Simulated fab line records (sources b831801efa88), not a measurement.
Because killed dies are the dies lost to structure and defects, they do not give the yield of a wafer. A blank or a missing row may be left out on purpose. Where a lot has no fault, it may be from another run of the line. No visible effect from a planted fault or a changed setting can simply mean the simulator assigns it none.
8D (eight disciplines) problem report, filled in by code | flow gf180mcu | the parts of the form that need people (team, actions taken, sign-off) are left out

1. WHAT WENT WRONG
Across 6 wafers from 2 lots, HV_LDD_3_TW at GF_HV_LDD_TW_MEAS_38 averages 1401, while fault-free wafers read 1441 with a standard deviation of 6.9. That puts it -5.8 standard deviations away from the usual mean.
First seen on wafer L842.3, day 17 15:58, on film metro-02. Wafers with a number at this step in the record: 36, from 12 lots. The rule behind "out" and "out of limits": a value lying over 4 standard deviations away from the usual mean. All remaining wafers that have a number are taken as sound.

2. WHAT THIS IS AND IS NOT
question                    | is                           | is not
which readings at this step | HV_LDD_3_TW                  | -
which lots                  | L842, L843                   | L824, L825, L827, L828, L830, L833, L844, L845, L846, L847
which wafers of those lots  | all that have a number       | -
read on which gauges        | film metro-02, film metro-04 | film metro-01
when                        | from day 17 15:58            | up to then (18 sound wafers); but 12 sound wafers of L844, L845, L846, L847 came after

3. THE SUSPECTS, EACH WITH WHAT RULES IT OUT
Counting: a tool at any process step up to the reading remains a suspect when it ran all the lots that are out and ran no sound lot after the first of those.
- ruled out: the gauge at GF_HV_LDD_TW_MEAS_38. Those wafers that are out were read across 2 gauges (film metro-02, film metro-04).
- implanter-01 at GF_HV_LDD_IMPLANT_36: kept. All lots that are out passed through it, beginning with L842 at day 17 15:44, and no sound lot followed; its final sound lot before that point was L833 at day 14 12:17. On those wafers its own readings are out: dose ions cm2, faraday current uA.
Left after counting: implanter-01 at GF_HV_LDD_IMPLANT_36.

4. THE CAUSE (what the simulator had put in)
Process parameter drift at GF_HV_LDD_IMPLANT_36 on implanter-01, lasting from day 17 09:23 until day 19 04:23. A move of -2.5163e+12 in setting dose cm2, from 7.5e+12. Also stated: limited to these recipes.
This tool alone remained once counting was done.

5. THE EFFECT CHAIN, in route order
One row per reading whose mean, taken over the struck wafers that have a number, lies over 3 standard deviations from the usual. Readings are gone through only where the record gives a usual standard deviation; hours: the median, over the lots, of the time from a lot's start at the first step in this table giving one to that lot's start at this step; sigmas: the change measured in usual standard deviations.
hours | step                 | reading            | usual        | on struck wafers | change     | sigmas
0     | GF_HV_LDD_IMPLANT_36 | dose ions cm2      | 7.498e+12    | 4.985e+12        | -2.513e+12 | -99 or more
0     | GF_HV_LDD_IMPLANT_36 | faraday current uA | 42.4         | 28.6             | -13.8      | -15
0     | GF_HV_LDD_TW_MEAS_38 | HV_LDD_3_TW        | 1441         | 1401             | -40        | -5.8
25    | GF_HV_LDD_RS_MEAS_53 | HV_LDD_RS          | 418.0 ohm/sq | 424.8            | +6.8       | +6.8
Its process steps:
- GF_HV_LDD_IMPLANT_36
Later measuring or inspecting steps at which every struck wafer that the step has a row for has a number for every such reading, and none has moved that far: GF_HV_LDD_THK_MEAS_55, GF_NSD_CD_MEAS_07, GF_PSD_CD_MEAS_07.

6. HOW IT WOULD HAVE BEEN CAUGHT EARLIER
7 hours passed between the start of the fault at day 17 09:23 and the first reading out of limits at a measuring or inspecting step in this record, taken at day 17 15:58.
At GF_HV_LDD_IMPLANT_36, the tool's own readings (dose ions cm2, faraday current uA) were out on each struck wafer the step has a row for, so an alarm limit on them would have fired on the first such wafer.
L843, from the lots that are out (2), started GF_HV_LDD_IMPLANT_36 on implanter-01 later than day 17 15:58. Putting the tool on hold at that point would have spared it.
